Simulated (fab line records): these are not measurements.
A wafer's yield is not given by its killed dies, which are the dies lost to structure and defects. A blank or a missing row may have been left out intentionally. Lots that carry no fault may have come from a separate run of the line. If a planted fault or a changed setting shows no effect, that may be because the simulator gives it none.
Which tool is to blame? -- flow sky130 -- 12 lots, 36 wafers sampled, at 1 step of a route of 708

## WHAT THE GAUGES READ, wafer by wafer
SKY_VT_ADJUST_HVTR_OVL_MEAS_08.
lot,measured,on,VT_ADJUST_HVTR_OVL (nm)
L075,day 9 20:09,overlay-01,-2.0 0.5 -2.3
L077,day 10 05:13,overlay-01,-1.5 -1.5 -2.3
L080,day 11 12:22,overlay-01,-1.1 -2.5 -2.5
L081,day 11 22:27,overlay-02,-1.0 0.4 -2.0
L083,day 12 04:45,overlay-01,0.1 -2.5 -3.1
L085,day 12 20:25,overlay-01,-1.0 0.4 -1.2
L087,day 13 13:01,overlay-02,-1.8 -1.5 -0.2
L089,day 14 00:39,overlay-01,-0.6 -0.5 -1.7
L091,day 14 17:15,overlay-02,-0.1 -1.7 -0.8
L093,day 15 08:19,overlay-01,-2.6 -2.3 -1.3
L095,day 16 01:58,overlay-01,0.1 0.3 -1.6
L097,day 16 14:25,overlay-02,0.5 0.8 -0.7

## EACH LOT AND THE TOOL THAT RAN IT (in order: tool; ch and the chambers of the sampled wafers; start)
Before these readings, the record contains no process step.

## THE ANSWER, worked out from the rows above alone
Rule: what is usual is taken from the lots themselves. Put in order of their means at a reading, lots are off if they are a third of the lots or fewer, leave a main group of 4 or more, and stand apart from it by a gap of 3 or more times the standard deviation of the main group's means; of several such gaps the widest counts. The tables above print the reading to a certain number of digits; a main group whose means all agree to those digits is not used. Also off: a lot with no number at a reading for which 4 or more lots have one. Any other lot the step has rows for is counted as sound.
Across all readings shown, no lot is off: no conclusion can be drawn from this.

## WHAT THE SIMULATOR HAD INSERTED
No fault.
